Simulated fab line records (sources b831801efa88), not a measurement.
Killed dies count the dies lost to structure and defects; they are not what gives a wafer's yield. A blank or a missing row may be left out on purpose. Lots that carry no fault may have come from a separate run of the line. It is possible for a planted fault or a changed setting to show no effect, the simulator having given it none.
Matching of chambers -- flow sky130 -- SKY_LI_CONTACT_CMP_02 on cmp-02 has 4 sister chambers
The step polishes PSG. 4 wafers are shown with their chamber, then 10 later ones without.

## WAFERS PAIRED WITH THEIR CHAMBERS
wafer,chamber,motor current A (A)
L732.5,2,11.8
L731.6,1,10.8
L734.1,3,11.5
L734.2,0,10.2

## WAFERS WITHOUT THEIR CHAMBER
wafer,motor current A (A)
L734.6,10.5
L738.1,11.0
L738.2,11.2
L738.6,12.4
L739.1,11.8
L739.2,10.9
L739.4,10.8
L742.2,11.4
L742.4,11.9
L742.5,11.1

## CHAMBER TAKEN BY EACH
wafer,from the rows above,in truth
L734.6,can't be placed: 0 or 1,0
L738.1,can't be placed: 1 or 3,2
L738.2,can't be placed: 3 or 1 or 2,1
L738.6,can't be placed: 2 or 3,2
L739.1,can't be placed: 2 or 3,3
L739.2,can't be placed: 1 or 3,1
L739.4,1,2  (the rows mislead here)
L742.2,can't be placed: 3 or 2 or 1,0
L742.4,can't be placed: 2 or 3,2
L742.5,can't be placed: 1 or 3 or 2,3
Correctly placed: 0 of 10. Cannot be placed on the basis of these rows: 9; the candidates contain the true chamber in 7. Number placed wrongly: 1.
How it was worked out, from the rows above alone: a wafer's distance from a chamber is the root of the sum, over the readings, of the square of ((its reading less the chamber's mean) divided by the reading's scatter). The wafer belongs to the nearest chamber; if the next one is less than 2 further off, it can't be placed. Each chamber's mean is taken over the wafers shown for it. The scatter (one wafer shown for each chamber): square how far every hidden wafer sits from the nearest shown wafer, average those squares and take the square root.
